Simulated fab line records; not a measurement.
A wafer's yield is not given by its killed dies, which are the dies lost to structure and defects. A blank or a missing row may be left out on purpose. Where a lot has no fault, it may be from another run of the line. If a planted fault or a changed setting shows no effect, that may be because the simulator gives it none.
Chamber matching -- flow gf180mcu -- GF_V4_CMP_04 on cmp-01 has 4 sister chambers
The step polishes SiO2. 4 wafers are shown with their chamber, then 7 later ones without.

WAFERS, EACH WITH ITS CHAMBER
wafer,chamber,motor-current-A (A)
L812.1,1,14.8
L821.1,0,11.1
L823.2,2,10.8
L823.3,3,12.3

WAFERS WHOSE CHAMBER IS MISSING
wafer,motor-current-A (A)
L823.4,11.2
L826.1,11.9
L826.5,10.1
L826.6,12.3
L828.1,10.8
L828.5,14.3
L828.6,11.0

THE CHAMBER EACH PASSED THROUGH
wafer,from the rows above,in truth
L823.4,can't be placed: 0 or 2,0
L826.1,can't be placed: 3 or 0 or 2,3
L826.5,can't be placed: 2 or 0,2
L826.6,3,3
L828.1,can't be placed: 2 or 0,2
L828.5,1,1
L828.6,can't be placed: 0 or 2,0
Correct placement for 2 of the 7. Cannot be placed on the basis of these rows: 5; the candidates contain the true chamber in 5. Number placed wrongly: 0.
How it was worked out, from the rows above alone: a wafer's distance from a chamber is the root of the sum, over the readings, of the square of ((its reading less the chamber's mean) divided by the reading's scatter). If the next closest chamber is less than 2 further off than the closest, the wafer can't be placed; otherwise it belongs to the closest. For every chamber, the mean is computed from those of its wafers that are shown. The scatter: with one shown wafer a chamber, the root of the mean of the squares of how far each hidden wafer lies from its nearest shown one.
